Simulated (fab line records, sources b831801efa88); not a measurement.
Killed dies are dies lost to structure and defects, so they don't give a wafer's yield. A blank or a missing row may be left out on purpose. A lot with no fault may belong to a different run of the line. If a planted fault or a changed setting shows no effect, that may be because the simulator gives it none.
fab line records ; flow sky130
record lots=12; wafers=36; last-day=50
route steps=708 shown METAL4@602 CAP2M@603 VIA4@639 PAD_OPEN@708
lots with no fault: from the same line, run without faults
start-h: the number of hours between the record's first day and the start of the first shown wafer of the lot ; wait-h: hours from the lot's prior step to this one ; " repeats the value in the row above ; L1.1+2: a row that stands for several wafers ; - no value, or no start given ; * or withheld: withheld ; < > ~ a bound
route shown NAME@n: NAME is a module with steps in the file, n the number in the route of the first one ; usual: mean and standard deviation over wafers with no fault ; same: alike in all rows ; chamber/n: place in a boat ; sites: per-site readings ; _std_site: standard deviation of those values ; _edge_site: outer sites' mean less inner sites' ; radius-mm: how far each site lies from the wafer's centre ; mask NAME#n: copy n ; behind: the last tool/chamber to shape the wafer ; hold: the reason the lot was held/the length of the hold in hours/how it ended ; device: names the non-switching transistor (n, p or np) ; end of line: the route-end tests of the same wafers ; for a step that has no rows: nothing shown but its recipe ; killed: the dies lost at the first sort to structure and to defects; this is not the yield of the wafer ; map: per-die view of a wafer (x killed, . not killed, _ where there is no die)
set.NAME: the setting that was run; set.NAME@STEP: the one run at that earlier step ; model.NAME: the simulator's own value behind a step, which no gauge read
one table for each step of the route and one row for each wafer, over a sample of lots
services: from which hour (start-h, from the record's first day; less than 0 if before it) a tool's chamber was out of use, for how many hours, and why
## steps
# step SKY_METAL4_SPUTTER_04
# recipe material=TiN; target-thk-nm=70; power-w=6500; time-s=58.3; chamber-pressure-pa=0.4
# usual throttle-valve-pct=30.4/0.94
lot.wafer;tool;chamber;start-h;wait-h;throttle-valve-pct
L224.2;pvd-sputter-03;-;960.42;0.0;30.9
L224.4;pvd-sputter-03;-;960.42;0.0;30.0
L224.5;pvd-sputter-03;-;960.42;0.0;29.8
L225.2;pvd-sputter-03;-;965.43;0.0;30.1
L225.3;pvd-sputter-03;-;965.43;0.0;32.4
L225.5;pvd-sputter-03;-;965.43;0.0;30.8
L226.2;pvd-sputter-03;-;967.02;0.0;29.6
L226.4;pvd-sputter-03;-;967.02;0.0;30.4
L226.5;pvd-sputter-03;-;967.02;0.0;30.2
L227.1;pvd-sputter-03;-;973.69;0.0;30.1
L227.2;pvd-sputter-03;-;973.69;0.0;30.7
L227.3;pvd-sputter-03;-;973.69;0.0;29.5
L229.2;pvd-sputter-04;-;992.64;0.0;30.8
L229.3;pvd-sputter-04;-;992.64;0.0;29.9
L229.6;pvd-sputter-04;-;992.64;0.0;29.5
L230.2;pvd-sputter-02;-;995.52;0.0;28.9
L230.3;pvd-sputter-02;-;995.52;0.0;29.9
L230.6;pvd-sputter-02;-;995.52;0.0;29.8
L235.3;pvd-sputter-04;-;1021.46;0.0;29.7
L235.5;pvd-sputter-04;-;1021.46;0.0;30.2
L235.6;pvd-sputter-04;-;1021.46;0.0;29.9
L236.1;pvd-sputter-03;-;1024.12;0.0;30.1
L236.2;pvd-sputter-03;-;1024.12;0.0;30.5
L236.4;pvd-sputter-03;-;1024.12;0.0;29.8
L237.2;pvd-sputter-03;-;1035.58;0.0;29.9
L237.3;pvd-sputter-03;-;1035.58;0.0;30.2
L237.6;pvd-sputter-03;-;1035.58;0.0;30.1
L238.1;pvd-sputter-03;-;1037.68;0.0;29.8
L238.4;pvd-sputter-03;-;1037.68;0.0;29.8
L238.5;pvd-sputter-03;-;1037.68;0.0;30.1
L241.1;pvd-sputter-04;-;1056.46;0.0;30.8
L241.2;pvd-sputter-04;-;1056.46;0.0;30.2
L241.4;pvd-sputter-04;-;1056.46;0.0;30.4
L246.2;pvd-sputter-02;-;1083.03;0.0;30.1
L246.5;pvd-sputter-02;-;1083.03;0.0;28.6
L246.6;pvd-sputter-02;-;1083.03;0.0;30.0
# step SKY_CAP2M_CVD_00
# recipe material=SiO2; target-thk-nm=15.5; temp-c=400; time-s=withheld; rf-w=450
# usual heater-power-w=679/96
lot.wafer;tool;chamber;start-h;wait-h;heater-power-w
L224.2;pecvd-02;2;960.47;0.0;897
L224.4;pecvd-02;0;960.47;0.0;686
L224.5;pecvd-02;2;960.47;0.0;861
L225.2;pecvd-03;2;965.48;0.0;888
L225.3;pecvd-03;0;965.48;0.0;584
L225.5;pecvd-03;1;965.48;0.0;674
L226.2;pecvd-04;0;967.07;0.0;680
L226.4;pecvd-04;1;967.07;0.0;646
L226.5;pecvd-04;2;967.07;0.0;545
L227.1;pecvd-04;0;973.73;0.0;667
L227.2;pecvd-04;1;973.73;0.0;695
L227.3;pecvd-04;2;973.73;0.0;532
L229.2;pecvd-02;1;992.69;0.0;676
L229.3;pecvd-02;2;992.69;0.0;817
L229.6;pecvd-02;0;992.69;0.0;664
L230.2;pecvd-04;1;995.57;0.0;663
L230.3;pecvd-04;1;995.57;0.0;690
L230.6;pecvd-04;1;995.57;0.0;682
L235.3;pecvd-04;2;1021.52;0.0;540
L235.5;pecvd-04;0;1021.52;0.0;681
L235.6;pecvd-04;2;1021.52;0.0;535
L236.1;pecvd-03;0;1024.17;0.0;631
L236.2;pecvd-03;1;1024.17;0.0;671
L236.4;pecvd-03;2;1024.17;0.0;771
L237.2;pecvd-04;0;1035.63;0.0;656
L237.3;pecvd-04;1;1035.63;0.0;625
L237.6;pecvd-04;0;1035.63;0.0;664
L238.1;pecvd-04;1;1037.73;0.0;688
L238.4;pecvd-04;0;1037.73;0.0;635
L238.5;pecvd-04;1;1037.73;0.0;693
L241.1;pecvd-03;0;1056.51;0.0;601
L241.2;pecvd-03;2;1056.51;0.0;823
L241.4;pecvd-03;2;1056.51;0.0;797
L246.2;pecvd-03;1;1083.08;0.0;673
L246.5;pecvd-03;0;1083.08;0.0;549
L246.6;pecvd-03;1;1083.08;0.0;695
# step SKY_METAL4_ETCH_17
# recipe target=SiO2; stop-on=TiN; chemistry=C4F8/O2/Ar; source-w=1500; bias-w=1200; pressure-mtorr=40; c4f8-flow-sccm=withheld; O2_flow_sccm=6; Ar_flow_sccm=300; time-s=3.9; target-depth-a=150
# usual oes-product-au=0.756/0.0075
lot.wafer;tool;chamber;start-h;wait-h;oes-product-au;rf-hours-counter-h
L224.2;rie-diel-03;1;1007.22;0.1;0.755;22
L224.4;rie-diel-03;2;1007.22;0.1;0.754;14
L224.5;rie-diel-03;0;1007.22;0.1;0.746;-
L225.2;rie-diel-04;3;1013.77;0.1;0.761;18
L225.3;rie-diel-04;0;1013.77;0.1;0.768;12
L225.5;rie-diel-04;0;1013.77;0.1;0.764;-
L226.2;rie-diel-04;2;1015.65;0.1;0.754;0
L226.4;rie-diel-04;0;1015.65;0.1;0.769;12
L226.5;rie-diel-04;3;1015.65;0.1;0.754;-
L227.1;rie-diel-04;3;1022.93;0.1;0.748;18
L227.2;rie-diel-04;0;1022.93;0.1;0.776;12
L227.3;rie-diel-04;1;1022.93;0.1;0.748;15
L229.2;rie-diel-02;2;1041.63;0.1;0.755;7
L229.3;rie-diel-02;1;1041.63;0.1;0.747;10
L229.6;rie-diel-02;3;1041.63;0.1;0.758;-
L230.2;rie-diel-04;0;1043.48;0.1;0.756;13
L230.3;rie-diel-04;1;1043.48;0.1;0.771;16
L230.6;rie-diel-04;0;1043.48;0.1;0.754;-
L235.3;rie-diel-03;3;1067.65;0.0;0.763;15
L235.5;rie-diel-03;3;1067.65;0.0;0.760;-
L235.6;rie-diel-03;1;1067.65;0.0;0.765;-
L236.1;rie-diel-03;3;1069.78;0.1;0.748;15
L236.2;rie-diel-03;1;1069.78;0.1;0.752;25
L236.4;rie-diel-03;0;1069.78;0.1;0.761;-
L237.2;rie-diel-02;0;1078.80;0.1;0.751;16
L237.3;rie-diel-02;1;1078.80;0.1;0.755;11
L237.6;rie-diel-02;0;1078.80;0.1;0.763;-
L238.1;rie-diel-03;2;1081.97;0.1;0.755;17
L238.4;rie-diel-03;1;1081.97;0.1;0.765;25
L238.5;rie-diel-03;0;1081.97;0.1;0.753;-
L241.1;rie-diel-04;3;1098.47;0.1;0.756;21
L241.2;rie-diel-04;1;1098.47;0.1;0.755;18
L241.4;rie-diel-04;0;1098.47;0.1;0.764;15
L246.2;rie-diel-02;2;1125.06;0.1;0.752;9
L246.5;rie-diel-02;3;1125.06;0.1;0.768;-
L246.6;rie-diel-02;0;1125.06;0.1;0.761;-
# step SKY_VIA4_HDPCVD_00
# recipe material=SiO2; target-thk-nm=1750; sigma-open-frac=0.3; time-s=291.7; temp-c=400; sih4-flow-sccm=60; pressure-mtorr=6
# usual sih4-flow-sccm=60.01/0.18
lot.wafer;tool;chamber;start-h;wait-h;sih4-flow-sccm
L224.2;hdpcvd-02;0;1008.05;0.0;59.97
L224.4;hdpcvd-02;1;1008.05;0.0;60.21
L224.5;hdpcvd-02;1;1008.05;0.0;60.36
L225.2;hdpcvd-02;0;1014.56;0.0;59.96
L225.3;hdpcvd-02;0;1014.56;0.0;60.17
L225.5;hdpcvd-02;0;1014.56;0.0;59.84
L226.2;hdpcvd-02;1;1016.44;0.0;60.18
L226.4;hdpcvd-02;0;1016.44;0.0;59.73
L226.5;hdpcvd-02;0;1016.44;0.0;59.82
L227.1;hdpcvd-01;1;1023.72;0.0;59.96
L227.2;hdpcvd-01;2;1023.72;0.0;59.97
L227.3;hdpcvd-01;0;1023.72;0.0;60.06
L229.2;hdpcvd-01;2;1042.42;0.0;59.99
L229.3;hdpcvd-01;2;1042.42;0.0;60.12
L229.6;hdpcvd-01;2;1042.42;0.0;60.25
L230.2;hdpcvd-02;2;1044.38;0.0;59.80
L230.3;hdpcvd-02;1;1044.38;0.0;60.01
L230.6;hdpcvd-02;1;1044.38;0.0;60.00
L235.3;hdpcvd-01;1;1068.48;0.0;60.03
L235.5;hdpcvd-01;2;1068.48;0.0;60.04
L235.6;hdpcvd-01;0;1068.48;0.0;59.87
L236.1;hdpcvd-01;2;1070.61;0.0;59.85
L236.2;hdpcvd-01;0;1070.61;0.0;59.97
L236.4;hdpcvd-01;1;1070.61;0.0;60.05
L237.2;hdpcvd-01;1;1079.66;0.0;59.85
L237.3;hdpcvd-01;2;1079.66;0.0;60.04
L237.6;hdpcvd-01;2;1079.66;0.0;59.92
L238.1;hdpcvd-02;2;1083.26;0.0;60.08
L238.4;hdpcvd-02;2;1083.26;0.0;60.05
L238.5;hdpcvd-02;0;1083.26;0.0;60.20
L241.1;hdpcvd-02;1;1099.45;0.0;72.23
L241.2;hdpcvd-02;0;1099.45;0.0;60.21
L241.4;hdpcvd-02;2;1099.45;0.0;59.93
L246.2;hdpcvd-01;1;1125.85;0.0;60.34
L246.5;hdpcvd-01;0;1125.85;0.0;59.83
L246.6;hdpcvd-01;1;1125.85;0.0;60.15
# step SKY_VIA4_THK_MEAS_01
# recipe reads=SiO2_of_VIA4_HDPCVD_00
# usual VIA4_HDPCVD_THK=1749/18
lot.wafer;tool;chamber;start-h;wait-h;VIA4_HDPCVD_THK[nm]
L224.2;film-metro-02;-;1008.33;0.2;1746
L224.4;film-metro-02;-;1008.33;0.2;1747
L224.5;film-metro-02;-;1008.33;0.2;1731
L225.2;film-metro-03;-;1014.84;0.2;1744
L225.3;film-metro-03;-;1014.84;0.2;1758
L225.5;film-metro-03;-;1014.84;0.2;1746
L226.2;film-metro-03;-;1016.72;0.2;1734
L226.4;film-metro-03;-;1016.72;0.2;1750
L226.5;film-metro-03;-;1016.72;0.2;1729
L227.1;film-metro-03;-;1023.90;0.1;1766
L227.2;film-metro-03;-;1023.90;0.1;1818
L227.3;film-metro-03;-;1023.90;0.1;1760
L229.2;film-metro-02;-;1042.70;0.2;1781
L229.3;film-metro-02;-;1042.70;0.2;1776
L229.6;film-metro-02;-;1042.70;0.2;1763
L230.2;film-metro-03;-;1044.56;0.1;1748
L230.3;film-metro-03;-;1044.56;0.1;1740
L230.6;film-metro-03;-;1044.56;0.1;1739
L235.3;film-metro-03;-;1068.68;0.1;1747
L235.5;film-metro-03;-;1068.68;0.1;1755
L235.6;film-metro-03;-;1068.68;0.1;1770
L236.1;film-metro-02;-;1070.79;0.1;1775
L236.2;film-metro-02;-;1070.79;0.1;1751
L236.4;film-metro-02;-;1070.79;0.1;1724
L237.2;film-metro-03;-;1079.85;0.1;1762
L237.3;film-metro-03;-;1079.85;0.1;1787
L237.6;film-metro-03;-;1079.85;0.1;1766
L238.1;film-metro-04;-;1083.44;0.1;1750
L238.4;film-metro-04;-;1083.44;0.1;1766
L238.5;film-metro-04;-;1083.44;0.1;1738
L241.1;film-metro-02;-;1099.63;0.1;2094
L241.2;film-metro-02;-;1099.63;0.1;1758
L241.4;film-metro-02;-;1099.63;0.1;1758
L246.2;film-metro-02;-;1126.04;0.1;1737
L246.5;film-metro-02;-;1126.04;0.1;1769
L246.6;film-metro-02;-;1126.04;0.1;1747
# step SKY_PAD_OPEN_PROBE_99
# usual defect-limited-yield=82.1/1.9; killed_at_M0_to_M3=44/6.6; killed_at_M4_up=3.0/1.9; killed-at-contacts=24/5.1; killed-at-front-end=16/4.6; killed-at-other=0.3/0.59; killed-dies=88/9.5; killed-open=48/6.7; killed-short=40/6.1; sort_bin_3_pad_short=0.9/0.43; sort_bin_5_function=10.7/1.6; sort_bin_6_memory=6.3/1.1; sort-n-pass=404/9.5; sort-yield-pct=82.1/1.9
# same gross-dies=492; killed-at-back-side=0; sort_bin_4_leakage[%]=0; sort_bin_8_speed[%]=0
lot.wafer;tool;chamber;start-h;wait-h;defect-limited-yield[%];killed_at_M0_to_M3;killed_at_M4_up;killed-at-contacts;killed-at-front-end;killed-at-other;killed-dies;killed-open;killed-short;sort_bin_3_pad_short[%];sort_bin_5_function[%];sort_bin_6_memory[%];sort-n-pass;sort-yield-pct[%]
L224.2;prober-01;-;1099.61;0.1;81.1;42;2;36;13;0;93;56;37;1.2;11.6;6.1;399;81.1
L224.4;prober-01;-;1099.71;0.2;82.7;43;4;23;14;1;85;42;42;0.8;11.4;5.1;407;82.7
L224.5;prober-01;-;1099.76;0.2;83.3;39;2;28;11;2;82;41;40;1.2;10.4;5.1;410;83.3
L225.2;prober-01;-;1108.46;0.1;79.5;50;2;28;20;1;101;52;49;0;11.4;9.1;391;79.5
L225.3;prober-01;-;1108.51;0.2;85.2;37;2;21;13;0;73;39;33;0.6;9.1;5.1;419;85.2
L225.5;prober-01;-;1108.61;0.2;82.3;47;3;20;17;0;87;42;45;0.6;9.3;7.7;405;82.3
L226.2;prober-02;-;1109.96;0.1;81.3;48;3;22;19;0;92;45;47;0.4;13.6;4.7;400;81.3
L226.4;prober-02;-;1110.06;0.2;83.5;51;4;15;11;0;81;41;40;1.2;8.9;6.3;411;83.5
L226.5;prober-02;-;1110.11;0.2;84.1;54;4;10;9;1;78;43;35;0.4;9.1;6.3;414;84.1
L227.1;prober-01;-;1115.73;0.1;83.3;47;0;19;16;0;82;49;33;0.8;10.2;5.7;410;83.3
L227.2;prober-01;-;1115.78;0.1;81.1;45;2;25;21;0;93;51;42;1.0;11.6;6.3;399;81.1
L227.3;prober-01;-;1115.83;0.2;78.7;62;7;28;8;0;105;56;49;1.0;13.4;6.9;387;78.7
L229.2;prober-01;-;1132.23;0.1;81.3;55;0;23;14;0;92;51;41;1.0;10.0;7.7;400;81.3
L229.3;prober-01;-;1132.28;0.2;84.3;37;5;22;13;0;77;45;32;0.6;8.9;6.1;415;84.3
L229.6;prober-01;-;1132.43;0.2;86.8;29;4;22;10;0;65;40;25;0.6;8.9;3.7;427;86.8
L230.2;prober-02;-;1133.83;0.1;85.6;37;4;24;5;1;71;38;33;0.4;10.6;3.5;421;85.6
L230.3;prober-02;-;1133.88;0.2;82.3;37;1;34;15;0;87;51;36;0.2;11.0;6.5;405;82.3
L230.6;prober-02;-;1134.03;0.2;85.4;31;4;18;19;0;72;39;33;1.2;8.1;5.3;420;85.4
L235.3;prober-01;-;1155.25;0.2;82.3;40;5;22;19;1;87;55;31;0.6;11.0;6.1;405;82.3
L235.5;prober-01;-;1155.35;0.2;86.2;34;3;20;11;0;68;37;31;0.8;7.9;5.1;424;86.2
L235.6;prober-01;-;1155.40;0.2;83.3;38;2;27;15;0;82;45;37;1.4;8.9;6.3;410;83.3
L236.1;prober-02;-;1158.35;0.1;85.4;39;0;24;9;0;72;41;31;1.2;8.5;4.9;420;85.4
L236.2;prober-02;-;1158.40;0.1;82.7;40;1;29;15;0;85;51;34;0.6;10.2;6.5;407;82.7
L236.4;prober-02;-;1158.50;0.2;81.5;49;3;18;21;0;91;53;38;0.8;11.4;6.3;401;81.5
L237.2;prober-01;-;1163.17;0.1;80.7;43;1;31;20;0;95;54;40;1.0;11.8;6.5;397;80.7
L237.3;prober-01;-;1163.22;0.2;82.9;43;4;19;17;1;84;43;41;1.4;10.4;5.3;408;82.9
L237.6;prober-01;-;1163.37;0.2;83.1;40;6;22;12;3;83;31;48;1.0;6.9;8.9;409;83.1
L238.1;prober-02;-;1167.76;0.1;85.0;37;4;16;17;0;74;38;36;0.6;7.9;6.5;418;85.0
L238.4;prober-02;-;1167.91;0.2;81.1;54;6;15;18;0;93;51;41;1.0;12.0;5.9;399;81.1
L238.5;prober-02;-;1167.96;0.2;83.1;41;3;23;15;1;83;40;43;1.8;8.5;6.5;409;83.1
L241.1;prober-02;-;1180.67;0.1;81.9;43;3;20;22;1;89;46;42;0.8;10.4;6.9;403;81.9
L241.2;prober-02;-;1180.72;0.1;81.1;34;2;33;23;1;93;53;39;0.4;12.8;5.7;399;81.1
L241.4;prober-02;-;1180.82;0.2;79.5;45;7;26;20;3;101;55;44;1.6;12.0;6.9;391;79.5
L246.2;prober-02;-;1201.69;0.1;82.3;42;0;29;16;0;87;39;48;1.6;9.3;6.7;405;82.3
L246.5;prober-02;-;1201.84;0.2;83.3;44;2;26;10;0;82;47;35;0.6;11.4;4.7;410;83.3
L246.6;prober-02;-;1201.89;0.2;85.8;38;3;17;11;1;70;37;33;0.4;9.6;4.3;422;85.8
# killed by level:class
L224.2 LI_CONTACT:geometric-particle:open=14 VIA1:geometric-particle:open=10 CONTACT:geometric-particle:open=8 VIA3:geometric-particle:open=8 CONTACT:geometric-particle:short=7 FIELD_ISO:geometric-particle:open=5 METAL1:geometric-particle:short=5 LOCAL_INTERCONNECT:geometric-particle:short=4
L224.4 CONTACT:geometric-particle:open=8 VIA1:geometric-particle:short=8 VIA3:geometric-particle:open=7 LI_CONTACT:geometric-particle:open=6 VIA1:geometric-particle:open=6 FIELD_ISO:geometric-particle:short=4 POLY_GATE:geometric-particle:open=4 CONTACT:geometric-particle:short=4
L224.5 VIA1:geometric-particle:open=12 CONTACT:geometric-particle:open=9 LI_CONTACT:geometric-particle:open=8 VIA1:geometric-particle:short=7 LOCAL_INTERCONNECT:geometric-particle:short=6 POLY_GATE:geometric-particle:short=5 METAL1:geometric-particle:short=5 VIA2:geometric-particle:open=4
L225.2 VIA1:geometric-particle:open=17 LI_CONTACT:geometric-particle:open=11 FIELD_ISO:geometric-particle:short=8 CONTACT:geometric-particle:short=8 VIA3:geometric-particle:open=6 POLY_GATE:geometric-particle:short=5 METAL2:geometric-particle:short=5 FIELD_ISO:geometric-particle:open=4
L225.3 VIA1:geometric-particle:open=11 FIELD_ISO:geometric-particle:open=8 CONTACT:geometric-particle:short=7 VIA2:geometric-particle:open=6 LI_CONTACT:geometric-particle:open=5 VIA1:geometric-particle:short=5 METAL2:geometric-particle:short=5 CONTACT:geometric-particle:open=4
L225.5 METAL2:geometric-particle:short=11 CONTACT:geometric-particle:open=8 VIA1:geometric-particle:open=8 VIA1:geometric-particle:short=7 VIA2:geometric-particle:open=6 FIELD_ISO:geometric-particle:short=4 POLY_GATE:geometric-particle:open=4 CONTACT:geometric-particle:short=4
L226.2 VIA1:geometric-particle:open=11 CONTACT:geometric-particle:open=10 POLY_GATE:geometric-particle:short=7 METAL2:geometric-particle:short=7 VIA2:geometric-particle:open=7 METAL1:geometric-particle:short=6 FIELD_ISO:geometric-particle:short=5 LI_CONTACT:geometric-particle:open=4
L226.4 VIA3:geometric-particle:open=9 VIA1:geometric-particle:open=7 METAL2:geometric-particle:short=7 VIA2:geometric-particle:open=6 LOCAL_INTERCONNECT:geometric-particle:short=5 VIA1:geometric-particle:short=5 CONTACT:geometric-particle:open=4 METAL1:geometric-particle:short=4
L226.5 VIA1:geometric-particle:open=11 VIA3:geometric-particle:open=10 METAL2:geometric-particle:short=10 VIA2:geometric-particle:open=8 METAL1:geometric-particle:short=6 LI_CONTACT:geometric-particle:open=4 FIELD_ISO:geometric-particle:short=3 POLY_GATE:geometric-particle:short=3
L227.1 VIA1:geometric-particle:open=15 FIELD_ISO:geometric-particle:open=8 CONTACT:geometric-particle:open=7 VIA1:geometric-particle:short=6 METAL1:geometric-particle:short=6 VIA3:geometric-particle:open=5 LI_CONTACT:geometric-particle:open=4 VIA2:geometric-particle:open=4
L227.2 CONTACT:geometric-particle:open=10 VIA2:geometric-particle:open=9 VIA1:geometric-particle:open=9 FIELD_ISO:geometric-particle:open=7 FIELD_ISO:geometric-particle:short=6 LI_CONTACT:geometric-particle:open=6 CONTACT:geometric-particle:short=5 METAL1:geometric-particle:short=5
L227.3 CONTACT:geometric-particle:open=14 VIA1:geometric-particle:open=12 VIA3:geometric-particle:open=8 METAL2:geometric-particle:short=7 METAL1:geometric-particle:short=6 VIA3:geometric-particle:short=6 METAL4:geometric-particle:short=6 LI_CONTACT:geometric-particle:open=5
L229.2 VIA1:geometric-particle:open=14 CONTACT:geometric-particle:open=11 VIA2:geometric-particle:open=10 VIA1:geometric-particle:short=7 FIELD_ISO:geometric-particle:short=5 VIA3:geometric-particle:open=5 METAL1:geometric-particle:short=5 VIA3:geometric-particle:short=4
L229.3 LI_CONTACT:geometric-particle:open=9 FIELD_ISO:geometric-particle:open=8 VIA1:geometric-particle:open=8 VIA2:geometric-particle:open=6 METAL2:geometric-particle:short=5 CONTACT:geometric-particle:open=5 VIA1:geometric-particle:short=5 LOCAL_INTERCONNECT:geometric-particle:short=4
L229.6 VIA1:geometric-particle:open=10 CONTACT:geometric-particle:open=8 CONTACT:geometric-particle:short=6 VIA3:geometric-particle:open=5 LI_CONTACT:geometric-particle:open=4 VIA2:geometric-particle:open=4 POLY_GATE:geometric-particle:open=3 POLY_GATE:geometric-particle:short=3
L230.2 VIA1:geometric-particle:open=8 VIA3:geometric-particle:open=7 METAL2:geometric-particle:short=6 CONTACT:geometric-particle:open=6 LI_CONTACT:geometric-particle:open=5 LOCAL_INTERCONNECT:geometric-particle:short=5 CONTACT:geometric-particle:short=5 METAL1:geometric-particle:short=3
L230.3 CONTACT:geometric-particle:open=12 LI_CONTACT:geometric-particle:open=10 VIA1:geometric-particle:short=8 VIA1:geometric-particle:open=7 METAL1:geometric-particle:short=7 CONTACT:geometric-particle:short=5 VIA3:geometric-particle:open=5 FIELD_ISO:geometric-particle:short=4
L230.6 VIA1:geometric-particle:open=11 LI_CONTACT:geometric-particle:open=6 FIELD_ISO:geometric-particle:open=5 METAL1:geometric-particle:short=5 LOCAL_INTERCONNECT:geometric-particle:short=4 CONTACT:geometric-particle:open=4 POLY_GATE:geometric-particle:short=3 POLY_CUT:geometric-particle:short=3
L235.3 VIA3:geometric-particle:open=13 CONTACT:geometric-particle:open=7 FIELD_ISO:geometric-particle:open=6 LI_CONTACT:geometric-particle:open=6 VIA1:geometric-particle:open=6 FIELD_ISO:geometric-particle:short=5 METAL2:geometric-particle:short=5 CONTACT:geometric-particle:short=4
L235.5 VIA1:geometric-particle:open=8 LOCAL_INTERCONNECT:geometric-particle:short=7 VIA2:geometric-particle:open=6 POLY_GATE:geometric-particle:short=5 CONTACT:geometric-particle:open=5 METAL1:geometric-particle:short=4 METAL2:geometric-particle:short=4 FIELD_ISO:geometric-particle:open=3
L235.6 CONTACT:geometric-particle:open=9 VIA1:geometric-particle:open=7 LOCAL_INTERCONNECT:geometric-particle:short=7 CONTACT:geometric-particle:short=6 FIELD_ISO:geometric-particle:open=5 METAL2:geometric-particle:short=5 VIA2:geometric-particle:short=5 VIA2:geometric-particle:open=4
L236.1 CONTACT:geometric-particle:open=9 VIA1:geometric-particle:open=9 LI_CONTACT:geometric-particle:open=6 VIA2:geometric-particle:open=6 METAL1:geometric-particle:short=5 CONTACT:geometric-particle:short=5 POLY_GATE:geometric-particle:open=4 LOCAL_INTERCONNECT:geometric-particle:short=4
L236.2 CONTACT:geometric-particle:open=15 VIA1:geometric-particle:open=14 LI_CONTACT:geometric-particle:open=6 METAL2:geometric-particle:short=6 FIELD_ISO:geometric-particle:short=5 VIA3:geometric-particle:short=5 FIELD_ISO:geometric-particle:open=4 LOCAL_INTERCONNECT:geometric-particle:short=4
L236.4 VIA1:geometric-particle:open=17 VIA2:geometric-particle:open=8 POLY_GATE:geometric-particle:short=7 LI_CONTACT:geometric-particle:open=6 VIA1:geometric-particle:short=6 POLY_GATE:geometric-particle:open=5 CONTACT:geometric-particle:open=5 VIA3:geometric-particle:open=5
L237.2 VIA1:geometric-particle:open=12 CONTACT:geometric-particle:open=11 LI_CONTACT:geometric-particle:open=8 POLY_GATE:geometric-particle:short=6 VIA2:geometric-particle:open=6 VIA3:geometric-particle:open=5 LOCAL_INTERCONNECT:geometric-particle:short=4 CONTACT:geometric-particle:short=4
L237.3 VIA1:geometric-particle:open=15 VIA3:geometric-particle:open=7 FIELD_ISO:geometric-particle:open=5 METAL2:geometric-particle:short=5 LI_CONTACT:geometric-particle:open=5 VIA1:geometric-particle:short=5 VIA3:geometric-particle:short=5 FIELD_ISO:geometric-particle:short=4
L237.6 METAL2:geometric-particle:short=9 LOCAL_INTERCONNECT:geometric-particle:short=7 VIA2:geometric-particle:open=7 METAL4:geometric-particle:short=6 LI_CONTACT:geometric-particle:open=6 METAL1:geometric-particle:short=6 CONTACT:geometric-particle:open=5 VIA1:geometric-particle:short=5
L238.1 VIA2:geometric-particle:open=7 CONTACT:geometric-particle:open=6 VIA1:geometric-particle:open=6 CONTACT:geometric-particle:short=5 POLY_GATE:geometric-particle:short=4 POLY_GATE:geometric-particle:open=4 VIA2:geometric-particle:short=4 FIELD_ISO:geometric-particle:short=3
L238.4 VIA1:geometric-particle:open=13 CONTACT:geometric-particle:open=7 METAL1:geometric-particle:short=7 METAL2:geometric-particle:short=7 VIA2:geometric-particle:open=7 VIA3:geometric-particle:open=6 FIELD_ISO:geometric-particle:open=5 POLY_GATE:geometric-particle:open=5
L238.5 CONTACT:geometric-particle:open=9 VIA1:geometric-particle:open=9 VIA2:geometric-particle:open=7 POLY_GATE:geometric-particle:short=6 CONTACT:geometric-particle:short=6 VIA1:geometric-particle:short=6 POLY_GATE:geometric-particle:open=5 METAL2:geometric-particle:short=5
L241.1 VIA2:geometric-particle:open=10 CONTACT:geometric-particle:open=9 POLY_GATE:geometric-particle:short=7 VIA1:geometric-particle:short=7 FIELD_ISO:geometric-particle:open=6 VIA1:geometric-particle:open=6 POLY_GATE:geometric-particle:open=5 LOCAL_INTERCONNECT:geometric-particle:short=5
L241.2 CONTACT:geometric-particle:open=14 VIA1:geometric-particle:open=7 FIELD_ISO:geometric-particle:open=6 LOCAL_INTERCONNECT:geometric-particle:short=6 VIA2:geometric-particle:open=6 FIELD_ISO:geometric-particle:short=5 LI_CONTACT:geometric-particle:open=5 VIA3:geometric-particle:open=5
L241.4 VIA2:geometric-particle:open=15 CONTACT:geometric-particle:open=12 FIELD_ISO:geometric-particle:short=7 VIA1:geometric-particle:open=7 LOCAL_INTERCONNECT:geometric-particle:short=6 METAL3:geometric-particle:short=5 CONTACT:geometric-particle:short=5 METAL1:geometric-particle:short=5
L246.2 FIELD_ISO:geometric-particle:short=8 METAL1:geometric-particle:short=8 VIA1:geometric-particle:open=8 LI_CONTACT:geometric-particle:short=7 LOCAL_INTERCONNECT:geometric-particle:short=7 VIA2:geometric-particle:open=7 LI_CONTACT:geometric-particle:open=6 VIA3:geometric-particle:open=5
L246.5 VIA1:geometric-particle:open=11 VIA2:geometric-particle:open=7 LI_CONTACT:geometric-particle:open=7 CONTACT:geometric-particle:open=7 VIA1:geometric-particle:short=6 METAL1:geometric-particle:short=5 VIA3:geometric-particle:open=5 LOCAL_INTERCONNECT:geometric-particle:short=4
L246.6 VIA3:geometric-particle:open=9 VIA2:geometric-particle:open=6 CONTACT:geometric-particle:open=6 METAL2:geometric-particle:short=6 LI_CONTACT:geometric-particle:open=5 VIA1:geometric-particle:open=5 LI_CONTACT:geometric-particle:short=4 VIA1:geometric-particle:short=4
## services
tool;chamber;start-h;hours;kind
hdpcvd-01;0;947.07;16.4;repair
hdpcvd-01;-;950.25;15.0;pm
rie-diel-02;1;951.30;4.8;repair
rie-diel-02;2;955.61;1.7;repair
rie-diel-02;3;955.70;7.2;repair
pvd-sputter-04;-;956.47;14.5;repair
pvd-sputter-03;-;958.29;1.7;repair
rie-diel-04;0;968.87;4.2;repair
rie-diel-02;2;983.58;13.8;repair
hdpcvd-02;0;991.20;16.4;repair
pvd-sputter-04;-;998.50;20.5;repair
rie-diel-04;-;1024.26;0.4;repair
hdpcvd-01;0;1034.39;21.5;repair
pecvd-03;-;1037.55;0.4;repair
rie-diel-04;-;1037.80;0.6;repair
rie-diel-04;3;1041.35;4.2;repair
pecvd-03;-;1043.69;1.2;repair
hdpcvd-01;-;1054.14;8.6;repair
rie-diel-02;-;1060.15;15.6;pm
rie-diel-03;2;1066.54;9.2;repair
pvd-sputter-03;-;1085.52;1.1;repair
rie-diel-03;1;1099.49;7.7;repair
hdpcvd-02;-;1103.08;5.5;pm
hdpcvd-02;2;1122.93;8.5;repair
## key
first-sign step=SKY_VIA4_HDPCVD_00; reading=sih4-flow-sccm; direction=up; sigmas=69; usual=60.01; struck=72.23
effect step=SKY_VIA4_THK_MEAS_01; reading=VIA4_HDPCVD_THK; direction=up; sigmas=20; usual=1749; struck=2094
met-at SKY_VIA4_HDPCVD_00
struck-lots L241
struck-wafers L241.1
not-acting-at SKY_METAL4_SPUTTER_04,SKY_CAP2M_CVD_00,SKY_METAL4_ETCH_17
onset-between 1044.38 1099.45
fault kind=process-parameter-drift; tool=hdpcvd-02; chamber=1; onset-h=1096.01; steps=SKY_VIA4_HDPCVD_00; channel=sih4-flow-sccm; offset=12; shape=step; end-h=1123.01; acts-in=these-recipes-only; stated=60
